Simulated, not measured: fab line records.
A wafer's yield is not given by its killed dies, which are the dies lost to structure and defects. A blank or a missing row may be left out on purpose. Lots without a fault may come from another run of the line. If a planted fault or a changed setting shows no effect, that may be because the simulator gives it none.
Which of the tools did it? + flow sky130 + 12 lots with 36 wafers sampled at 5 steps, on a route of 708 steps

## WHAT THE GAUGES SHOWED, per wafer
The record holds no reading of a measuring or inspecting step that can be judged against a usual standard deviation.

## WHICH TOOL RAN EACH LOT (tool, then ch and the chambers of the sampled wafers, then the start)
| lot  | SKY_SD_N_RTA_14                  | SKY_LI_CONTACT_SPUTTER_20    | SKY_CONTACT_CMP_04            | SKY_CONTACT_COAT_08               | SKY_CONTACT_ETCH_16                |
|------|----------------------------------|------------------------------|-------------------------------|-----------------------------------|------------------------------------|
| L620 | rtp_anneal-02 ch 0, day 27 18:44 | pvd_sputter-04, day 29 00:55 | cmp-01 ch 1,2, day 30 07:12   | litho_track-03 ch 0, day 30 21:31 | rie_diel-03 ch 1,2, day 31 11:54   |
| L622 | rtp_anneal-02 ch 0, day 28 11:27 | pvd_sputter-03, day 29 16:35 | cmp-02 ch 0,1,2, day 30 22:31 | litho_track-02 ch 0, day 31 12:50 | rie_diel-03 ch 0,1,3, day 32 03:22 |
| L623 | rtp_anneal-01 ch 0, day 28 23:59 | pvd_sputter-01, day 30 05:54 | cmp-02 ch 0,2,3, day 31 12:32 | litho_track-02 ch 0, day 32 02:29 | rie_diel-02 ch 0,1,3, day 32 16:58 |
| L625 | rtp_anneal-01 ch 0, day 29 20:42 | pvd_sputter-03, day 31 03:29 | cmp-01 ch 1,2, day 32 09:13   | litho_track-03 ch 0, day 32 23:25 | rie_diel-02 ch 0,1,3, day 33 13:25 |
| L626 | rtp_anneal-02 ch 0, day 30 09:36 | pvd_sputter-04, day 31 17:19 | cmp-02 ch 0,1,2, day 32 23:18 | litho_track-01 ch 0, day 33 12:34 | rie_diel-03 ch 2,3, day 34 02:53   |
| L627 | rtp_anneal-01 ch 0, day 30 12:15 | pvd_sputter-01, day 31 18:29 | cmp-01 ch 0,1,2, day 33 01:09 | litho_track-03 ch 0, day 33 14:40 | rie_diel-02 ch 1,2,3, day 34 04:29 |
| L633 | rtp_anneal-01 ch 0, day 32 20:21 | pvd_sputter-04, day 34 00:44 | cmp-01 ch 1,2,3, day 35 05:18 | litho_track-01 ch 0, day 35 18:19 | rie_diel-02 ch 0,1,3, day 36 07:50 |
| L634 | rtp_anneal-02 ch 0, day 33 00:53 | pvd_sputter-03, day 34 05:35 | cmp-02 ch 0,2, day 35 10:29   | litho_track-03 ch 0, day 36 00:10 | rie_diel-02 ch 2,3, day 36 13:56   |
| L635 | rtp_anneal-01 ch 0, day 33 05:06 | pvd_sputter-03, day 34 08:59 | cmp-02 ch 1,2,3, day 35 13:33 | litho_track-01 ch 0, day 36 02:42 | rie_diel-02 ch 1,3, day 36 16:14   |
| L640 | rtp_anneal-02 ch 0, day 34 14:33 | pvd_sputter-01, day 35 18:52 | cmp-02 ch 0,2, day 36 23:47   | litho_track-02 ch 0, day 37 12:58 | rie_diel-02 ch 2,3, day 38 02:20   |
| L643 | rtp_anneal-02 ch 0, day 35 23:00 | pvd_sputter-03, day 37 03:18 | cmp-02 ch 0,2,3, day 38 07:19 | litho_track-01 ch 0, day 38 20:16 | rie_diel-04 ch 1,3, day 39 08:56   |
| L642 | rtp_anneal-01 ch 0, day 35 23:38 | pvd_sputter-01, day 37 03:37 | cmp-01 ch 0,3, day 38 07:52   | litho_track-03 ch 0, day 38 20:31 | rie_diel-02 ch 0,1,3, day 39 09:17 |
- SKY_SD_N_RTA_14: time 2 s.
- SKY_LI_CONTACT_SPUTTER_20: material TiN, target thk 20 nm, time 80 s.
- SKY_CONTACT_CMP_04: polishes SiO2.
- SKY_CONTACT_COAT_08: resist thk 60 nm.
- SKY_CONTACT_ETCH_16: etches BARC in N2/H2, stops on SiO2, time 45.9 s, target depth 60 nm.

## WHAT THE TOOLS THEMSELVES READ (means of the sampled wafers that have a number; where no wafer has one, the mark that the record gives instead)
SKY_SD_N_RTA_14.
| lot  | tool          | lamp_power_pct (%) | wafer_temp_C_max |
|------|---------------|--------------------|------------------|
| L620 | rtp_anneal-02 | 15.74              | 1078.0           |
| L622 | rtp_anneal-02 | 15.73              | 1077.8           |
| L623 | rtp_anneal-01 | 15.74              | 1077.9           |
| L625 | rtp_anneal-01 | 15.71              | 1077.0           |
| L626 | rtp_anneal-02 | 15.75              | 1077.2           |
| L627 | rtp_anneal-01 | 15.74              | 1077.4           |
| L633 | rtp_anneal-01 | 15.72              | 1077.9           |
| L634 | rtp_anneal-02 | 15.73              | 1076.6           |
| L635 | rtp_anneal-01 | 15.70              | 1078.5           |
| L640 | rtp_anneal-02 | 15.67              | 1079.3           |
| L643 | rtp_anneal-02 | 15.73              | 1078.1           |
| L642 | rtp_anneal-01 | 15.73              | 1079.1           |

SKY_LI_CONTACT_SPUTTER_20.
| lot  | tool           | throttle_valve_pct (%) |
|------|----------------|------------------------|
| L620 | pvd_sputter-04 | 30.5                   |
| L622 | pvd_sputter-03 | 30.5                   |
| L623 | pvd_sputter-01 | 31.4                   |
| L625 | pvd_sputter-03 | 29.3                   |
| L626 | pvd_sputter-04 | 29.5                   |
| L627 | pvd_sputter-01 | 29.7                   |
| L633 | pvd_sputter-04 | 29.9                   |
| L634 | pvd_sputter-03 | 30.7                   |
| L635 | pvd_sputter-03 | 29.7                   |
| L640 | pvd_sputter-01 | 31.0                   |
| L643 | pvd_sputter-03 | 30.1                   |
| L642 | pvd_sputter-01 | 31.4                   |

SKY_CONTACT_CMP_04.
| lot  | tool   | motor_current_A (A) | time_to_endpoint_s (s) |
|------|--------|---------------------|------------------------|
| L620 | cmp-01 | 12.6                | 87                     |
| L622 | cmp-02 | 11.8                | 74                     |
| L623 | cmp-02 | 11.0                | 85                     |
| L625 | cmp-01 | 13.5                | 88                     |
| L626 | cmp-02 | 11.9                | 78                     |
| L627 | cmp-01 | 11.7                | 81                     |
| L633 | cmp-01 | 12.7                | 81                     |
| L634 | cmp-02 | 12.5                | 75                     |
| L635 | cmp-02 | 10.5                | 80                     |
| L640 | cmp-02 | 12.2                | 79                     |
| L643 | cmp-02 | 11.1                | 87                     |
| L642 | cmp-01 | 10.5                | 79                     |

SKY_CONTACT_COAT_08.
| lot  | tool           | spin_speed_rpm (rpm) |
|------|----------------|----------------------|
| L620 | litho_track-03 | 3001.5               |
| L622 | litho_track-02 | 2999.0               |
| L623 | litho_track-02 | 2998.8               |
| L625 | litho_track-03 | 2997.7               |
| L626 | litho_track-01 | 2997.9               |
| L627 | litho_track-03 | 3002.0               |
| L633 | litho_track-01 | 2519.3               |
| L634 | litho_track-03 | 3000.8               |
| L635 | litho_track-01 | 2515.2               |
| L640 | litho_track-02 | 3000.4               |
| L643 | litho_track-01 | 3000.7               |
| L642 | litho_track-03 | 3000.5               |

SKY_CONTACT_ETCH_16.
| lot  | tool        | drypump_motor_current_A (A) | h2_flow_sccm (sccm) | oes_product_au (a.u.) | throttle_valve_pct (%) |
|------|-------------|-----------------------------|---------------------|-----------------------|------------------------|
| L620 | rie_diel-03 | 5.4                         | 199.8               | 0.855                 | 13.229                 |
| L622 | rie_diel-03 | 5.9                         | 199.9               | 0.854                 | 13.227                 |
| L623 | rie_diel-02 | 5.9                         | 200.5               | 0.857                 | 13.225                 |
| L625 | rie_diel-02 | 5.8                         | 199.9               | 0.854                 | 13.232                 |
| L626 | rie_diel-03 | 6.0                         | 199.9               | 0.862                 | 13.222                 |
| L627 | rie_diel-02 | 5.9                         | 200.5               | 0.860                 | 13.220                 |
| L633 | rie_diel-02 | 5.8                         | 199.6               | 0.902                 | 13.236                 |
| L634 | rie_diel-02 | 5.6                         | 200.3               | 0.857                 | 13.219                 |
| L635 | rie_diel-02 | 6.2                         | 199.5               | 0.899                 | 13.231                 |
| L640 | rie_diel-02 | 5.6                         | 200.3               | 0.854                 | 13.226                 |
| L643 | rie_diel-04 | 6.2                         | 199.9               | 0.852                 | 13.221                 |
| L642 | rie_diel-02 | 5.8                         | 200.2               | 0.859                 | 13.222                 |

## THE ANSWER, worked out from the rows above alone
Rule: the usual values come from the lots themselves. Put in order of their means at a reading, lots are off if they are a third of the lots or fewer, leave a main group of 4 or more, and stand apart from it by a gap of 3 or more times the standard deviation of the main group's means; of several such gaps the widest counts. The tables above print the reading to a certain number of digits; a main group whose means all agree to those digits is not used. Also off: a lot with no number at a reading for which 4 or more lots have one. Any other lot the step has rows for is counted as sound. After the gauges, taken in route order, come the tools' own readings; for these a lot's mean is taken, as printed above. The first step at which some lot is off is used, and at that step the reading that is off furthest; a lot without a number counts as furthest.
Off at SKY_CONTACT_COAT_08 (spin_speed_rpm): L633, L635. For the main group the mean is 2999.9 rpm and the standard deviation 1.4.
A tool fits if, at that step or a process step before it, it ran every lot that is off, and no sound lot after the first of them. Of those tried, none fits.

## WHAT THE SIMULATOR PUT IN
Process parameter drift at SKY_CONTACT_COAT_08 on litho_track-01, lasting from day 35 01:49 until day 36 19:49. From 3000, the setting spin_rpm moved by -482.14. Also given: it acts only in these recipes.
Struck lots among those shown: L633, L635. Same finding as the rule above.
